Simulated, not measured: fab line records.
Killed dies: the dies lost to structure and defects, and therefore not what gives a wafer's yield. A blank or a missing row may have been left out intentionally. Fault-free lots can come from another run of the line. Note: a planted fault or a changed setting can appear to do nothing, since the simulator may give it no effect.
A lot that was struck, set against a sound lot    flow sky130    35 out of 708 route steps
Sound: these wafers, L318.2, L318.4, L318.5. Struck: wafer L329.3. (L329.4, L329.5 of the same lot were not struck and are left out.) The cause comes at the end.
Per side, at each step with rows, come the tool, then ch with its chambers, and then its first start. Under that, the readings that differ: sound wafers    struck wafers    difference of the means    sigmas: that difference in standard deviations of wafers without a fault.
alike: readings with means less than 2 such deviations apart, plus words and numbers identical on both sides. not compared: withheld readings, readings lacking a value on some wafer, bounds such as >300 that could conceal the same value, and numbers that have no deviation in the record and whose values overlap.
A row with sigmas, a row that says differs or no value, or rows on one side alone: a step with any of these is where the two part. When numbers do not overlap yet have no deviation, they are printed without sigmas and do not part them. A reading that every wafer of one side lacks parts them only if that side has two wafers or more.

first, 4 steps without rows for these wafers: SKY_METAL5_SOFTBAKE_10 (time 60 s); SKY_METAL5_EXPOSE_11 (exposes mask MM5, target cd 1600 nm); SKY_METAL5_PEB_12; SKY_METAL5_DEVELOP_13 (develop time 60 s).
SKY_METAL5_DESCUM_14: chemistry O2, time 11 s.
  sound on rie-metal-02 ch 0,1, day 44 18:33; struck on rie-metal-02 ch 0, day 48 08:46
  alike: drypump-motor-current-A, oes-product-au, temp-c
  not compared: rf-hours-counter-h
then, 1 step without rows for these wafers: SKY_METAL5_METAL_ETCH_15 (etches the open film in Cl2/BCl3, stops on SiO2, target depth 1260 nm, time 252 s).
SKY_METAL5_STRIP_16: strips in O2/N2.
  sound on plasma-asher-04 ch 0,1, day 44 18:49; struck on plasma-asher-04 ch 1, day 48 09:03
reading                       sound              struck  difference  sigmas
strip-time-to-endpoint-s (s)  12.93 12.98 12.84  13.23   +0.31       +3
  alike: drypump-motor-current-A, oes-product-au
  not compared: rf-hours-counter-h
then, 4 steps without rows for these wafers: SKY_METAL5_STRIP_17 (strips in post etch residue remover, time 1200 s); SKY_METAL5_CLEAN_18 (cleans in IPA, time 180 s); SKY_METAL5_CLEAN_19 (cleans in O3/DIW); SKY_PASSIVATION_CVD_00 (deposits SiO2, target thk 90 nm).
SKY_PASSIVATION_THK_MEAS_01:
  struck on film-metro-02, day 48 09:41; sound on film-metro-02, day 44 19:32
reading                      sound           struck  difference  sigmas
PASSIVATION_CVD_00_THK (nm)  91.2 91.3 91.9  88.3    -3.2        -3
SKY_PASSIVATION_CVD_02: deposits Si3N4, target thk 540 nm.
  sound on pecvd-04 ch 0,1,2, day 44 19:35; struck on pecvd-04 ch 0, day 48 09:43
reading                                        sound              struck  difference  sigmas
model.Si3N4_of_PASSIVATION_CVD_02.thk-nm (nm)  541.8 549.7 544.1  621.6   +76.4       
  alike: heater-power-w
SKY_PASSIVATION_THK_MEAS_03:
  struck on film-metro-03, day 48 09:58; sound on film-metro-03, day 44 19:49
reading                      sound        struck  difference  sigmas
PASSIVATION_CVD_02_THK (nm)  542 549 544  622     +77         +12
then, 7 steps without rows for these wafers: SKY_PASSIVATION_DEHYDRATE_04 (time 60 s); SKY_PASSIVATION_HMDS_05 (prime time 60 s); SKY_PASSIVATION_COAT_06 (resist thk 3000 nm); SKY_PASSIVATION_SOFTBAKE_07; SKY_PASSIVATION_EXPOSE_08 (exposes mask NSM, target cd 3000 nm); SKY_PASSIVATION_PEB_09; SKY_PASSIVATION_DEVELOP_10 (develop time 60 s).
SKY_PASSIVATION_ETCH_11: etches the open film in CF4/O2, stops on AlCu, target depth 725 nm, time 161.1 s.
  sound on rie-diel-04 ch 0,1,3, day 45 17:38; struck on rie-diel-04 ch 3, day 49 05:11
  alike: drypump-motor-current-A, oes-product-au, throttle-valve-pct
  not compared: rf-hours-counter-h, model.PASSIVATION.feature-depth-nm, model.etch.depth-nm
SKY_PASSIVATION_STRIP_12: strips in O2/N2.
  sound on plasma-asher-03 ch 0,1, day 45 17:44; struck on plasma-asher-01 ch 0, day 49 05:19
reading                sound              struck  difference  sigmas
oes-product-au (a.u.)  0.660 0.658 0.661  0.669   +0.009      +2
  alike: drypump-motor-current-A, strip-time-to-endpoint-s
  not compared: rf-hours-counter-h
SKY_PAD_OPEN_DEHYDRATE_00: time 60.85 s.
  sound on litho-track-01 ch 0, day 46 03:13; struck on litho-track-01 ch 0, day 49 13:32
reading                      sound                 struck  difference  sigmas
plate-sensor-t-centre-C (C)  201.07 201.08 201.09  201.05  -0.03       -3
  alike: plate-sensor-t-edge-C
then, 6 steps without rows for these wafers: SKY_PAD_OPEN_HMDS_01 (prime time 60 s); SKY_PAD_OPEN_COAT_02 (resist thk 3000 nm); SKY_PAD_OPEN_SOFTBAKE_03; SKY_PAD_OPEN_EXPOSE_04 (exposes mask PDM, target cd 60000 nm); SKY_PAD_OPEN_PEB_05; SKY_PAD_OPEN_DEVELOP_06 (develop time 60 s).
SKY_PAD_OPEN_ETCH_07: etches the open film in CF4/O2, stops on AlCu, target depth 725 nm, time 161.1 s.
  sound on rie-diel-03 ch 2,3, day 46 14:33; struck on rie-diel-01 ch 0, day 49 22:49
  alike: drypump-motor-current-A, oes-product-au, throttle-valve-pct
  not compared: rf-hours-counter-h, model.PAD_OPEN.feature-depth-nm, model.etch.depth-nm
SKY_PAD_OPEN_STRIP_08: strips in O2/N2.
  sound on plasma-asher-04 ch 0, day 46 14:39; struck on plasma-asher-01 ch 1, day 49 22:57
  alike: drypump-motor-current-A, oes-product-au, strip-time-to-endpoint-s
  not compared: rf-hours-counter-h
SKY_PAD_OPEN_STRIP_09: strips in post etch residue remover, time 1200 s.
  sound on wet-bench-01 ch 0, day 46 14:45; struck on wet-bench-02 ch 2, day 49 23:01
reading                                        sound              struck  difference  sigmas
model.Si3N4_of_PASSIVATION_CVD_02.thk-nm (nm)  541.4 549.3 543.8  621.2   +76.4       
  alike: bath-heat-duty-pct, temp-c
then, 2 steps without rows for these wafers: SKY_PAD_OPEN_CLEAN_10 (cleans in IPA, time 180 s); SKY_PAD_OPEN_PROBE_99.

## WHERE THEY PART
First at SKY_METAL5_STRIP_16; last, within this record, at SKY_PAD_OPEN_DEHYDRATE_00. Later steps at which nothing parts them and some readings are alike: SKY_PAD_OPEN_ETCH_07, SKY_PAD_OPEN_STRIP_08, SKY_PAD_OPEN_STRIP_09.

WHY: whatever the simulator had introduced
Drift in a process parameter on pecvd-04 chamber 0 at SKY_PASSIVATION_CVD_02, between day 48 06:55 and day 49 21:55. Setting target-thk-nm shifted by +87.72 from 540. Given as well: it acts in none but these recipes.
